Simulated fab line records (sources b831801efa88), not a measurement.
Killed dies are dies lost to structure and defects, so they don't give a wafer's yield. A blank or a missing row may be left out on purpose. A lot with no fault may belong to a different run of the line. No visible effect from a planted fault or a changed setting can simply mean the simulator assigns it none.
Which tool was responsible? ; flow sky130 ; Sampling: 24 lots, 72 wafers, 5 of 708 route steps

== WHAT THE GAUGES READ, wafer by wafer ==
SKY_LDD_LDN_OVL_MEAS_07.
lot;measured;on;LDD_LDN_OVL (nm)
L074;day 22 17:41;overlay-01;3.9 3.3 3.3
L075;day 23 02:44;overlay-02;-0.1 0.7 1.1
L077;day 23 10:45;overlay-01;-0.3 -0.3 -1.5
L076;day 23 11:11;overlay-01;3.6 1.2 2.2
L079;day 23 17:17;overlay-01;1.4 0.3 1.1
L078;day 23 23:42;overlay-02;1.0 2.5 2.7
L080;day 24 06:59;overlay-02;2.0 3.0 2.8
L081;day 24 16:02;overlay-02;-0.4 0.0 0.7
L082;day 25 17:50;overlay-01;0.6 1.9 0.3
L083;day 25 18:44;overlay-02;0.6 0.8 0.1
L084;day 26 08:06;overlay-01;1.7 2.3 1.8
L087;day 31 07:59;overlay-02;1.8 1.2 2.7
L089;day 31 08:17;overlay-02;1.7 -1.0 -0.6
L086;day 31 08:38;overlay-01;0.5 0.6 1.1
L093;day 31 09:53;overlay-01;1.4 0.8 2.7
L088;day 31 10:39;overlay-02;0.6 1.0 0.7
L085;day 31 11:11;overlay-01;0.6 1.1 -1.7
L095;day 31 11:44;overlay-02;0.1 -0.7 0.2
L090;day 31 12:44;overlay-01;-1.2 -1.0 0.2
L091;day 31 13:03;overlay-02;2.0 3.5 1.0
L094;day 31 13:38;overlay-02;-1.2 -0.7 -1.8
L096;day 31 14:26;overlay-02;1.9 1.2 0.9
L097;day 31 14:35;overlay-01;0.7 0.7 0.1
L092;day 31 18:03;overlay-01;-0.5 -1.5 0.3

SKY_METAL1_CD_MEAS_15: target cd 140 nm.
lot;measured;on;cd nm (nm)
L074;day 33 23:26;cd sem-01;138.9 138.1 138.5
L075;day 33 22:20;cd sem-02;137.2 137.3 137.7
L077;day 34 00:11;cd sem-01;139.1 137.8 139.1
L076;day 34 00:31;cd sem-02;142.1 141.7 141.1
L079;day 33 23:47;cd sem-02;139.3 140.7 141.6
L078;day 34 00:54;cd sem-01;141.3 141.6 141.4
L080;day 34 01:11;cd sem-02;138.3 137.7 139.7
L081;day 34 04:20;cd sem-02;139.7 139.8 140.0
L082;day 35 07:54;cd sem-01;140.1 139.5 138.5
L083;day 35 10:05;cd sem-01;142.2 142.3 140.4
L084;day 35 16:11;cd sem-02;141.6 140.1 141.0
L087;day 40 07:58;cd sem-02;141.4 140.4 141.6
L089;day 40 07:35;cd sem-01;140.4 142.6 143.1
L086;day 40 04:38;cd sem-02;137.8 138.1 137.3
L093;day 40 08:23;cd sem-02;141.2 140.0 140.3
L088;day 40 09:22;cd sem-01;141.5 140.2 140.1
L085;day 40 09:42;cd sem-02;140.4 138.6 139.1
L095;day 40 10:02;cd sem-01;138.0 137.9 136.7
L090;day 40 11:47;cd sem-02;139.8 139.2 137.8
L091;day 40 10:27;cd sem-01;140.1 141.8 141.4
L094;day 40 11:58;cd sem-01;139.3 140.1 139.0
L096;day 40 13:09;cd sem-01;136.8 137.4 136.4
L097;day 40 13:30;cd sem-01;140.7 139.1 139.9
L092;day 40 14:50;cd sem-02;140.2 140.1 140.1

SKY_METAL2_OVL_MEAS_16.
lot;measured;on;METAL2_OVL (nm)
L074;day 36 06:22;overlay-02;-4 -4 1
L075;day 36 04:54;overlay-02;-1 8 2
L077;day 36 06:37;overlay-01;-1 -3 9
L076;day 36 08:13;overlay-02;1 -3 -3
L079;day 36 05:57;overlay-01;0 9 7
L078;day 36 07:46;overlay-02;0 -2 6
L080;day 36 08:34;overlay-01;2 2 5
L081;day 36 11:09;overlay-01;0 7 -2
L082;day 37 15:22;overlay-01;-1 7 1
L083;day 37 16:21;overlay-02;-2 -3 -4
L084;day 37 21:43;overlay-02;-4 -2 -9
L087;day 42 10:49;overlay-02;-1 -9 3
L089;day 42 10:00;overlay-01;-8 -6 -2
L086;day 42 06:49;overlay-01;-11 -3 -6
L093;day 42 11:28;overlay-02;1 -3 -4
L088;day 42 11:34;overlay-01;0 1 -3
L085;day 42 12:10;overlay-02;-4 2 0
L095;day 42 12:31;overlay-01;-6 1 -4
L090;day 42 15:12;overlay-01;-3 -7 -4
L091;day 42 13:55;overlay-02;-6 -3 -9
L094;day 42 15:25;overlay-01;5 -9 -8
L096;day 42 16:13;overlay-01;-2 -3 0
L097;day 42 16:54;overlay-02;3 0 0
L092;day 42 18:25;overlay-01;-5 6 1

SKY_VIA2_RS_MEAS_22: the measuring method here is four-point-probe.
lot;measured;on;VIA2_W_RS (ohm/sq)
L074;day 37 10:34;film metro-01;0.267 0.271 0.267
L075;day 37 09:25;film metro-04;0.272 0.272 0.275
L077;day 37 10:55;film metro-02;0.274 0.273 0.274
L076;day 37 12:42;film metro-01;0.270 0.274 0.272
L079;day 37 10:28;film metro-04;0.274 0.272 0.271
L078;day 37 12:23;film metro-01;0.268 0.268 0.270
L080;day 37 13:02;film metro-02;0.269 0.269 0.270
L081;day 37 15:50;film metro-04;0.271 0.270 0.271
L082;day 38 17:44;film metro-02;0.269 0.271 0.279
L083;day 38 18:25;film metro-01;0.271 0.269 0.269
L084;day 39 00:35;film metro-01;0.274 0.266 0.275
L087;day 43 11:17;film metro-02;0.271 0.271 0.275
L089;day 43 09:40;film metro-04;0.270 0.272 0.270
L086;day 43 06:50;film metro-01;0.269 0.273 0.270
L093;day 43 12:28;film metro-01;0.268 0.269 0.268
L088;day 43 12:40;film metro-04;0.270 0.279 0.276
L085;day 43 13:24;film metro-02;0.277 0.277 0.277
L095;day 43 14:22;film metro-01;0.276 0.276 0.273
L090;day 43 16:40;film metro-04;0.273 0.274 0.271
L091;day 43 15:23;film metro-02;0.275 0.273 0.278
L094;day 43 17:01;film metro-04;0.271 0.274 0.277
L096;day 43 18:35;film metro-04;0.277 0.274 0.273
L097;day 43 18:50;film metro-02;0.270 0.275 0.275
L092;day 43 20:35;film metro-02;0.279 0.273 0.274

== EACH LOT AND THE TOOL THAT RAN IT (in order: tool; ch and the chambers of the sampled wafers; start) ==
lot;SKY_VIA2_CVD_21
L074;cvd w-01 ch 0,1, day 37 10:26
L075;cvd w-02 ch 0,1, day 37 09:17
L077;cvd w-02 ch 0,1, day 37 10:47
L076;cvd w-01 ch 0,1, day 37 12:33
L079;cvd w-02 ch 0,1, day 37 10:20
L078;cvd w-02 ch 0,1, day 37 12:14
L080;cvd w-02 ch 0,1, day 37 12:54
L081;cvd w-02 ch 0,1, day 37 15:42
L082;cvd w-02 ch 0,1, day 38 17:35
L083;cvd w-02 ch 0,1, day 38 18:17
L084;cvd w-02 ch 0,1, day 39 00:26
L087;cvd w-01 ch 0,1, day 43 11:08
L089;cvd w-02 ch 0,1, day 43 09:32
L086;cvd w-01 ch 0,1, day 43 06:43
L093;cvd w-02 ch 0,1, day 43 12:20
L088;cvd w-01 ch 0,1, day 43 12:32
L085;cvd w-01 ch 0,1, day 43 13:15
L095;cvd w-01 ch 0,1, day 43 14:14
L090;cvd w-01 ch 0,1, day 43 16:32
L091;cvd w-01 ch 0,1, day 43 15:14
L094;cvd w-01 ch 0,1, day 43 16:52
L096;cvd w-02 ch 1, day 43 18:21
L097;cvd w-01 ch 0,1, day 43 18:43
L092;cvd w-01 ch 0,1, day 43 20:25
- SKY_VIA2_CVD_21: deposits W, target thk 420 nm, time 126.4 s.

== WHAT THE TOOLS THEMSELVES READ (means of the sampled wafers that have a number; where no wafer has one, the mark that the record gives instead) ==
SKY_VIA2_CVD_21.
lot;tool;heater power outer w (W);heater power w (W)
L074;cvd w-01;493;838
L075;cvd w-02;501;830
L077;cvd w-02;476;792
L076;cvd w-01;488;834
L079;cvd w-02;477;784
L078;cvd w-02;505;814
L080;cvd w-02;472;792
L081;cvd w-02;497;834
L082;cvd w-02;470;791
L083;cvd w-02;492;830
L084;cvd w-02;503;821
L087;cvd w-01;475;812
L089;cvd w-02;474;784
L086;cvd w-01;470;806
L093;cvd w-02;506;831
L088;cvd w-01;528;874
L085;cvd w-01;537;881
L095;cvd w-01;474;817
L090;cvd w-01;538;871
L091;cvd w-01;537;878
L094;cvd w-01;527;874
L096;cvd w-02;519;881
L097;cvd w-01;531;878
L092;cvd w-01;465;813

== THE ANSWER, worked out from the rows above alone ==
Rule: the usual values come from the lots themselves. The widest of any qualifying gaps counts: lots, ordered by their means at a reading, are off when they make up no more than a third of the lots, leave a main group of 4 or more, and stand apart from it by 3 or more times the standard deviation of that group's means. Not used: any main group whose means are identical at the precision the tables above print for the reading. Also off: a lot with no number at a reading for which 4 or more lots have one. All remaining lots with rows at the step are treated as sound. First the gauges in route order, then the tools' own readings, where a lot's mean is used as printed above. The first step at which some lot is off is used, and at that step the reading that is off furthest; a lot without a number counts as furthest.
No lot is off on any of the readings shown, so nothing can be concluded from this.

== WHAT HAD BEEN PUT IN BY THE SIMULATOR ==
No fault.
